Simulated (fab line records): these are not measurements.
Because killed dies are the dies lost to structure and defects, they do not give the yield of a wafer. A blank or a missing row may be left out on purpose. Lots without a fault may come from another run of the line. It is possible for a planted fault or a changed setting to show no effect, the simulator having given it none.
fab line records | flow sky130
[record] lots = 24 wafers = 72 lastDay = 51
route steps=708 shown VIA1@479 METAL2@483 VIA2@529 VIA3@596 METAL5@662
lots that met no fault: taken from a fault-free run of the same line
startH: start of the lot's first displayed wafer, in hours after the record's first day | waitH: how many hours have passed since the lot's step before this one | " identical to the entry in the row above | L1.1+2: one row covering several wafers at once | - value missing, or start not given | * or withheld: withheld | < > ~ a bound
route shown NAME@n: NAME is a module with steps in the file, n the number in the route of the first one | usual: average and standard deviation across the fault-free wafers | same: alike in all rows | chamber/n: place in a boat | sites: the reading at each site | _std_site: standard deviation across them | _edge_site: inner sites' mean taken away from outer sites' mean | radiusMm: for every site, how far away it sits from the centre of the wafer | mask NAME#n: copy n | behind: the tool/chamber that last shaped the wafer | hold: why the lot went on hold/how many hours it stayed there/how the hold came to an end | device: the transistor (n, p or np) that didn't switch | end of line: the route-end tests of the same wafers | step lacking rows: just its recipe | killed: the dies lost at the first sort to structure and to defects; this is not the yield of the wafer | map: a wafer's dies, marking killed ones x, the rest . and places with no die _
set.NAME: the setting as run; set.NAME@STEP: as run at that earlier step | model.NAME: the simulator's own value behind a step, which no gauge read
a sample of lots followed through the steps of the route, with each step as a table and each wafer as a row
services: a tool's chamber out of use, with start hour (startH, from the record's first day; less than 0 if before it), hours out, and reason
[[steps]]
[step SKY_VIA1_CVD_21]
[recipe] material = W targetThkNm = 270 timeS = 80.902 tempC = 400 pressureTorr = 40
[usual] heaterPowerW = 867/43 susceptorTempC = 400.03/0.22
// columns lot.wafer tool chamber startH waitH heaterPowerW susceptorTempC
L074.1 cvdW-01 1 831.85 0.0 899 399.75
L074.2 " 0 " " 835 400.44
L074.3 " 1 " " 912 399.93
L075.1 cvdW-01 1 839.45 0.0 912 399.77
L075.3 " 1 " " 924 399.78
L075.4 " 0 " " 841 399.50
L076.1 cvdW-01 0 841.91 0.0 834 399.89
L076.2 " 0 " " 825 400.04
L076.4 " 0 " " 838 400.13
L077.1 cvdW-02 0 867.61 0.0 865 400.37
L077.2 " 1 " " 878 400.06
L077.5 " 0 " " 895 400.07
L078.4 cvdW-02 1 871.41 0.1 896 399.91
L078.5 " 0 " " 899 400.20
L078.6 " 1 " " 874 399.69
L079.2 cvdW-01 1 873.20 0.0 949 399.94
L079.3 " 0 " " 822 400.00
L079.6 " 1 " " 899 399.64
L080.1 cvdW-02 0 876.35 0.0 899 399.88
L080.2 " 1 " " 889 399.81
L080.6 " 0 " " 889 399.96
L081.2 cvdW-02 0 891.04 0.0 890 399.85
L081.3 " 1 " " 884 399.76
L081.5 " 1 " " 883 399.53
L082.1 cvdW-02 0 898.31 0.0 892 400.02
L082.3 " 0 " " 897 400.16
L082.6 " 1 " " 888 400.14
L083.2 cvdW-01 0 901.23 0.0 799 399.78
L083.4 " 1 " " 921 400.03
L083.6 " 1 " " 904 399.79
L084.1 cvdW-02 0 912.53 0.0 898 400.17
L084.2 " 1 " " 868 400.26
L084.5 " 1 " " 893 399.82
L085.2 cvdW-02 0 921.90 0.0 890 399.88
L085.4 " 1 " " 901 399.84
L085.5 " 0 " " 904 400.22
L086.2 cvdW-02 0 929.80 0.0 890 400.42
L086.3 " 0 " " 893 400.25
L086.6 " 1 " " 884 400.06
L088.3 cvdW-01 1 933.58 0.1 869 400.22
L088.4 " 0 " " 799 400.28
L088.6 " 0 " " 775 400.69
L087.3 cvdW-02 0 938.33 0.1 881 399.85
L087.4 " 0 " " 895 399.95
L087.6 " 0 " " 923 400.02
L089.1 cvdW-01 1 940.68 0.0 844 400.25
L089.5 " 0 " " 784 399.99
L089.6 " 1 " " 839 400.29
L090.1 cvdW-01 1 950.09 0.0 823 400.03
L090.4 " 1 " " 826 399.90
L090.5 " 1 " " 835 400.11
L091.2 cvdW-02 0 953.76 0.0 891 399.90
L091.3 " 0 " " 895 400.06
L091.6 " 0 " " 890 400.19
L092.1 cvdW-02 0 959.05 0.0 884 399.74
L092.3 " 0 " " 915 399.97
L092.4 " 1 " " 901 400.62
L093.2 cvdW-02 0 965.80 0.1 899 399.89
L093.3 " 0 " " 918 400.32
L093.4 " 1 " " 887 400.13
L094.1 cvdW-01 0 970.44 0.0 769 399.84
L094.2 " 1 " " 857 400.00
L094.6 " 1 " " 845 400.29
L095.1 cvdW-01 0 981.31 0.0 789 400.00
L095.2 " 1 " " 855 400.22
L095.4 " 1 " " 842 399.86
L096.2 cvdW-02 1 986.85 0.0 894 400.11
L096.3 " 1 " " 908 400.02
L096.6 " 1 " " 881 400.18
L097.1 cvdW-01 0 991.73 0.0 794 400.07
L097.2 " 1 " " 849 400.23
L097.3 " 0 " " 771 399.60
[step SKY_METAL2_SPUTTER_00]
[recipe] material = Ti targetThkNm = 15 powerW = 3000 timeS = 10 chamberPressurePa = 0.4
[usual] throttleValvePct = 30.3/1.1
// columns lot.wafer tool chamber startH waitH throttleValvePct
L074.1 pvdSputter-03 - 832.42 0.1 29.4
L074.2 " - " " 29.7
L074.3 " - " " 32.1
L075.1 pvdSputter-03 - 840.02 0.2 30.5
L075.3 " - " " 29.5
L075.4 " - " " 32.1
L076.1 pvdSputter-03 - 842.57 0.1 32.0
L076.2 " - " " 30.4
L076.4 " - " " 29.5
L077.1 pvdSputter-04 - 868.18 0.1 30.7
L077.2 " - " " 31.0
L077.5 " - " " 30.8
L078.4 pvdSputter-04 - 871.95 0.2 31.0
L078.5 " - " " 30.9
L078.6 " - " " 30.8
L079.2 pvdSputter-01 - 873.78 0.2 30.7
L079.3 " - " " 30.1
L079.6 " - " " 28.0
L080.1 pvdSputter-03 - 876.92 0.2 29.4
L080.2 " - " " 32.0
L080.6 " - " " 29.7
L081.2 pvdSputter-03 - 891.61 0.1 30.5
L081.3 " - " " 29.5
L081.5 " - " " 31.7
L082.1 pvdSputter-01 - 898.88 0.2 29.5
L082.3 " - " " 27.9
L082.6 " - " " 29.8
L083.2 pvdSputter-03 - 901.80 0.1 29.3
L083.4 " - " " 29.6
L083.6 " - " " 31.8
L084.1 pvdSputter-01 - 913.11 0.1 28.2
L084.2 " - " " 30.0
L084.5 " - " " 30.8
L085.2 pvdSputter-03 - 922.59 0.2 29.6
L085.4 " - " " 29.7
L085.5 " - " " 30.6
L086.2 pvdSputter-04 - 930.38 0.1 30.7
L086.3 " - " " 31.0
L086.6 " - " " 30.9
L088.3 pvdSputter-01 - 934.12 0.2 30.3
L088.4 " - " " 27.8
L088.6 " - " " 30.6
L087.3 pvdSputter-04 - 939.03 0.2 30.4
L087.4 " - " " 31.1
L087.6 " - " " 30.8
L089.1 pvdSputter-03 - 941.26 0.2 29.6
L089.5 " - " " 30.4
L089.6 " - " " 32.2
L090.1 pvdSputter-04 - 950.69 0.3 30.9
L090.4 " - " " 31.2
L090.5 " - " " 30.9
L091.2 pvdSputter-03 - 954.33 0.1 29.4
L091.3 " - " " 29.6
L091.6 " - " " 31.9
L092.1 pvdSputter-04 - 959.63 0.1 30.9
L092.3 " - " " 30.9
L092.4 " - " " 30.5
L093.2 pvdSputter-01 - 966.37 0.2 29.7
L093.3 " - " " 27.8
L093.4 " - " " 30.9
L094.1 pvdSputter-03 - 971.01 0.2 29.6
L094.2 " - " " 29.7
L094.6 " - " " 29.6
L095.1 pvdSputter-01 - 981.88 0.1 29.7
L095.2 " - " " 30.1
L095.4 " - " " 30.2
L096.2 pvdSputter-04 - 987.43 0.2 31.1
L096.3 " - " " 30.4
L096.6 " - " " 30.4
L097.1 pvdSputter-03 - 992.31 0.2 29.4
L097.2 " - " " 31.8
L097.3 " - " " 29.5
[step SKY_METAL2_RS_MEAS_05]
[recipe] thkMeasGauge = four-point-probe reads = TiN_of_METAL2_SPUTTER_04+Ti_of_METAL2_SPUTTER_03+AlCu_of_METAL2_SPUTTER_02+TiN_of_METAL2_SPUTTER_01+Ti_of_METAL2_SPUTTER_00
[usual] METAL2_ALCU_RS = 0.1273/0.0013
// columns lot.wafer tool chamber startH waitH METAL2_ALCU_RS[ohm/sq]
L074.1 filmMetro-01 - 832.56 0.0 0.1286
L074.2 " - " " 0.1247
L074.3 " - " " 0.1283
L075.1 filmMetro-02 - 840.16 0.0 0.1279
L075.3 " - " " 0.1292
L075.4 " - " " 0.1280
L076.1 filmMetro-02 - 842.71 0.0 0.1273
L076.2 " - " " 0.1258
L076.4 " - " " 0.1246
L077.1 filmMetro-04 - 868.32 0.0 0.1292
L077.2 " - " " 0.1287
L077.5 " - " " 0.1284
L078.4 filmMetro-04 - 872.15 0.1 0.1275
L078.5 " - " " 0.1274
L078.6 " - " " 0.1271
L079.2 filmMetro-04 - 873.94 0.0 0.1256
L079.3 " - " " 0.1265
L079.6 " - " " 0.1264
L080.1 filmMetro-01 - 877.08 0.0 0.1280
L080.2 " - " " 0.1283
L080.6 " - " " 0.1259
L081.2 filmMetro-02 - 891.77 0.0 0.1267
L081.3 " - " " 0.1246
L081.5 " - " " 0.1272
L082.1 filmMetro-04 - 899.02 0.0 0.1269
L082.3 " - " " 0.1279
L082.6 " - " " 0.1256
L083.2 filmMetro-02 - 901.96 0.0 0.1272
L083.4 " - " " 0.1269
L083.6 " - " " 0.1281
L084.1 filmMetro-02 - 913.24 0.0 0.1266
L084.2 " - " " 0.1259
L084.5 " - " " 0.1256
L085.2 filmMetro-02 - 922.75 0.0 0.1267
L085.4 " - " " 0.1285
L085.5 " - " " 0.1270
L086.2 filmMetro-02 - 930.58 0.1 0.1273
L086.3 " - " " 0.1271
L086.6 " - " " 0.1281
L088.3 filmMetro-02 - 934.30 0.1 0.1285
L088.4 " - " " 0.1277
L088.6 " - " " 0.1263
L087.3 filmMetro-02 - 939.21 0.1 0.1282
L087.4 " - " " 0.1273
L087.6 " - " " 0.1285
L089.1 filmMetro-02 - 941.40 0.0 0.1283
L089.5 " - " " 0.1279
L089.6 " - " " 0.1298
L090.1 filmMetro-04 - 950.83 0.0 0.1301
L090.4 " - " " 0.1296
L090.5 " - " " 0.1289
L091.2 filmMetro-02 - 954.49 0.0 0.1278
L091.3 " - " " 0.1245
L091.6 " - " " 0.1282
L092.1 filmMetro-04 - 959.77 0.0 0.1282
L092.3 " - " " 0.1278
L092.4 " - " " 0.1270
L093.2 filmMetro-04 - 966.53 0.0 0.1250
L093.3 " - " " 0.1263
L093.4 " - " " 0.1249
L094.1 filmMetro-04 - 971.15 0.0 0.1280
L094.2 " - " " 0.1265
L094.6 " - " " 0.1275
L095.1 filmMetro-02 - 982.03 0.0 0.1285
L095.2 " - " " 0.1289
L095.4 " - " " 0.1285
L096.2 filmMetro-02 - 987.59 0.0 0.1285
L096.3 " - " " 0.1293
L096.6 " - " " 0.1290
L097.1 filmMetro-02 - 992.45 0.0 0.1272
L097.2 " - " " 0.1290
L097.3 " - " " 0.1265
[step SKY_VIA2_RS_MEAS_22]
[recipe] thkMeasGauge = four-point-probe reads = W_of_VIA2_CVD_21+TiN_of_VIA2_SPUTTER_20
[usual] VIA2_W_RS = 0.269/0.0044
// columns lot.wafer tool chamber startH waitH VIA2_W_RS[ohm/sq]
L074.1 filmMetro-03 - 888.45 0.1 0.271
L074.2 " - " " 0.269
L074.3 " - " " 0.273
L075.1 filmMetro-02 - 896.36 0.1 0.272
L075.3 " - " " 0.260
L075.4 " - " " 0.273
L076.1 filmMetro-03 - 898.74 0.1 0.270
L076.2 " - " " 0.276
L076.4 " - " " 0.275
L077.1 filmMetro-02 - 923.70 0.1 0.274
L077.2 " - " " 0.273
L077.5 " - " " 0.273
L078.4 filmMetro-02 - 927.55 0.1 0.269
L078.5 " - " " 0.266
L078.6 " - " " 0.258
L079.2 filmMetro-02 - 929.86 0.1 0.272
L079.3 " - " " 0.274
L079.6 " - " " 0.272
L080.1 filmMetro-03 - 933.24 0.1 0.261
L080.2 " - " " 0.274
L080.6 " - " " 0.263
L081.2 filmMetro-02 - 946.25 0.1 0.272
L081.3 " - " " 0.270
L081.5 " - " " 0.268
L082.1 filmMetro-02 - 953.15 0.1 0.274
L082.3 " - " " 0.273
L082.6 " - " " 0.270
L083.2 filmMetro-02 - 956.52 0.1 0.267
L083.4 " - " " 0.272
L083.6 " - " " 0.259
L084.1 filmMetro-02 - 966.45 0.1 0.274
L084.2 " - " " 0.270
L084.5 " - " " 0.271
L085.2 filmMetro-02 - 976.83 0.1 0.272
L085.4 " - " " 0.271
L085.5 " - " " 0.275
L086.2 filmMetro-02 - 983.92 0.1 0.263
L086.3 " - " " 0.262
L086.6 " - " " 0.274
L088.3 filmMetro-02 - 988.08 0.1 0.269
L088.4 " - " " 0.271
L088.6 " - " " 0.268
L087.3 filmMetro-03 - 991.14 0.1 0.265
L087.4 " - " " 0.257
L087.6 " - " " 0.255
L089.1 filmMetro-02 - 994.43 0.1 0.274
L089.5 " - " " 0.270
L089.6 " - " " 0.271
L090.1 filmMetro-02 - 1004.80 0.1 0.271
L090.4 " - " " 0.276
L090.5 " - " " 0.271
L091.2 filmMetro-03 - 1007.08 0.1 0.273
L091.3 " - " " 0.271
L091.6 " - " " 0.270
L092.1 filmMetro-03 - 1012.30 0.1 0.261
L092.3 " - " " 0.268
L092.4 " - " " 0.263
L093.2 filmMetro-03 - 1019.20 0.2 0.269
L093.3 " - " " 0.268
L093.4 " - " " 0.268
L094.1 filmMetro-02 - 1023.77 0.2 0.270
L094.2 " - " " 0.270
L094.6 " - " " 0.270
L095.1 filmMetro-02 - 1033.33 0.1 0.273
L095.2 " - " " 0.271
L095.4 " - " " 0.269
L096.2 filmMetro-02 - 1038.70 0.1 0.266
L096.3 " - " " 0.271
L096.6 " - " " 0.264
L097.1 filmMetro-02 - 1043.44 0.3 0.271
L097.2 " - " " 0.268
L097.3 " - " " 0.269
[step SKY_VIA3_THK_MEAS_23]
[recipe] thkMeasGauge = xrf reads = W_of_VIA3_CVD_21
[usual] VIA3_W_THK = 400/9.3
// columns lot.wafer tool chamber startH waitH VIA3_W_THK[nm]
L074.1 filmMetro-04 - 968.97 0.1 394
L074.2 " - " " 404
L074.3 " - " " 411
L075.1 filmMetro-04 - 978.30 0.1 391
L075.3 " - " " 388
L075.4 " - " " 396
L076.1 filmMetro-04 - 980.30 0.1 392
L076.2 " - " " 408
L076.4 " - " " 398
L077.1 filmMetro-03 - 1004.40 0.1 400
L077.2 " - " " 418
L077.5 " - " " 415
L078.4 filmMetro-03 - 1006.84 0.1 415
L078.5 " - " " 410
L078.6 " - " " 393
L079.2 filmMetro-03 - 1010.05 0.1 402
L079.3 " - " " 404
L079.6 " - " " 402
L080.1 filmMetro-03 - 1013.24 0.1 419
L080.2 " - " " 400
L080.6 " - " " 404
L081.2 filmMetro-03 - 1025.14 0.1 410
L081.3 " - " " 402
L081.5 " - " " 408
L082.1 filmMetro-03 - 1032.86 0.1 397
L082.3 " - " " 389
L082.6 " - " " 387
L083.2 filmMetro-01 - 1035.76 0.1 390
L083.4 " - " " 401
L083.6 " - " " 387
L084.1 filmMetro-04 - 1043.40 0.1 399
L084.2 " - " " 418
L084.5 " - " " 415
L085.2 filmMetro-01 - 1054.49 0.1 403
L085.4 " - " " 407
L085.5 " - " " 404
L086.2 filmMetro-03 - 1060.81 0.1 395
L086.3 " - " " 386
L086.6 " - " " 393
L088.3 filmMetro-03 - 1064.28 0.1 399
L088.4 " - " " 397
L088.6 " - " " 397
L087.3 filmMetro-03 - 1065.74 0.1 405
L087.4 " - " " 397
L087.6 " - " " 411
L089.1 filmMetro-03 - 1069.01 0.1 392
L089.5 " - " " 394
L089.6 " - " " 393
L090.1 filmMetro-03 - 1079.49 0.1 399
L090.4 " - " " 401
L090.5 " - " " 399
L091.2 filmMetro-04 - 1081.05 0.1 407
L091.3 " - " " 402
L091.6 " - " " 397
L092.1 filmMetro-04 - 1086.55 0.1 394
L092.3 " - " " 398
L092.4 " - " " 407
L093.2 filmMetro-04 - 1090.36 0.1 401
L093.3 " - " " 395
L093.4 " - " " 417
L094.1 filmMetro-03 - 1097.72 0.1 413
L094.2 " - " " 393
L094.6 " - " " 400
L095.1 filmMetro-01 - 1106.13 0.1 391
L095.2 " - " " 390
L095.4 " - " " 392
L096.2 filmMetro-03 - 1109.56 0.1 416
L096.3 " - " " 417
L096.6 " - " " 415
L097.1 filmMetro-03 - 1114.48 0.1 390
L097.2 " - " " 394
L097.3 " - " " 388
[step SKY_METAL5_SPUTTER_01]
[recipe] material = TiN targetThkNm = 20 powerW = 6500 timeS = 16.7 chamberPressurePa = 0.4
[usual] throttleValvePct = 30.2/1.1
// columns lot.wafer tool chamber startH waitH throttleValvePct
L074.1 pvdSputter-01 - 1045.13 0.0 30.4
L074.2 " - " " 31.0
L074.3 " - " " 29.7
L075.1 pvdSputter-01 - 1054.96 0.0 27.9
L075.3 " - " " 29.9
L075.4 " - " " 30.9
L076.1 pvdSputter-04 - 1056.75 0.0 31.0
L076.2 " - " " 30.0
L076.4 " - " " 31.1
L077.1 pvdSputter-03 - 1077.85 0.0 29.5
L077.2 " - " " 30.6
L077.5 " - " " 29.7
L078.4 pvdSputter-01 - 1081.72 0.0 28.1
L078.5 " - " " 29.7
L078.6 " - " " 28.1
L079.2 pvdSputter-01 - 1084.57 0.0 27.9
L079.3 " - " " 30.3
L079.6 " - " " 31.2
L080.1 pvdSputter-01 - 1087.84 0.0 31.1
L080.2 " - " " 29.8
L080.6 " - " " 31.2
L081.2 pvdSputter-04 - 1098.61 0.0 30.7
L081.3 " - " " 31.1
L081.5 " - " " 30.9
L082.1 pvdSputter-04 - 1104.37 0.0 30.2
L082.3 " - " " 30.6
L082.6 " - " " 30.8
L083.2 pvdSputter-03 - 1108.55 0.0 32.0
L083.4 " - " " 30.3
L083.6 " - " " 31.8
L084.1 pvdSputter-01 - 1113.13 0.0 31.1
L084.2 " - " " 30.5
L084.5 " - " " 29.9
L085.2 pvdSputter-01 - 1123.23 0.0 30.2
L085.4 " - " " 29.8
L085.5 " - " " 29.8
L086.2 pvdSputter-04 - 1130.60 0.0 30.7
L086.3 " - " " 30.5
L086.6 " - " " 30.7
L088.3 pvdSputter-01 - 1133.65 0.0 27.8
L088.4 " - " " 30.0
L088.6 " - " " 27.8
L087.3 pvdSputter-03 - 1134.52 0.0 31.8
L087.4 " - " " 29.6
L087.6 " - " " 29.7
L089.1 pvdSputter-04 - 1136.94 0.0 30.9
L089.5 " - " " 30.8
L089.6 " - " " 30.5
L090.1 pvdSputter-01 - 1146.78 0.0 30.9
L090.4 " - " " 27.9
L090.5 " - " " 30.1
L091.2 pvdSputter-03 - 1149.18 0.0 29.7
L091.3 " - " " 29.3
L091.6 " - " " 32.0
L092.1 pvdSputter-01 - 1154.08 0.0 29.6
L092.3 " - " " 31.0
L092.4 " - " " 27.9
L093.2 pvdSputter-03 - 1157.07 0.0 29.5
L093.3 " - " " 29.5
L093.4 " - " " 31.8
L094.1 pvdSputter-04 - 1163.29 0.0 30.9
L094.2 " - " " 30.2
L094.6 " - " " 31.2
L095.1 pvdSputter-01 - 1171.99 0.0 31.0
L095.2 " - " " 29.9
L095.4 " - " " 27.8
L096.2 pvdSputter-01 - 1174.74 0.0 30.4
L096.3 " - " " 30.1
L096.6 " - " " 31.1
L097.1 pvdSputter-04 - 1178.92 0.0 30.5
L097.2 " - " " 31.2
L097.3 " - " " 30.7
[[services]]
// columns tool chamber startH hours kind
cvdW-01 1 809.62 8.2 repair
pvdSputter-03 - 818.45 7.7 repair
cvdW-01 1 840.79 8.5 repair
pvdSputter-03 - 869.40 3.0 repair
cvdW-01 - 904.00 14.0 pm
cvdW-02 1 933.64 7.6 repair
cvdW-01 - 934.02 2.7 repair
pvdSputter-01 0 966.51 - consumableReplace:kit
pvdSputter-01 0 966.51 18.0 scheduledDown
pvdSputter-01 0 966.51 18.0 ventCycle
pvdSputter-01 - 977.75 1.7 repair
pvdSputter-04 - 988.61 3.7 repair
cvdW-01 1 1015.94 9.5 repair
cvdW-02 - 1017.66 6.0 pm
pvdSputter-01 - 1022.04 2.3 repair
pvdSputter-03 - 1066.26 3.9 repair
cvdW-01 - 1078.64 0.6 repair
pvdSputter-01 3 1084.71 - consumableReplace:kit
pvdSputter-01 3 1084.71 18.0 scheduledDown
pvdSputter-01 3 1084.71 18.0 ventCycle
pvdSputter-01 - 1090.70 10.6 repair
cvdW-01 0 1112.32 1.8 repair
cvdW-01 - 1120.25 5.5 repair
cvdW-01 - 1170.94 14.6 pm
[[key]]
fault none
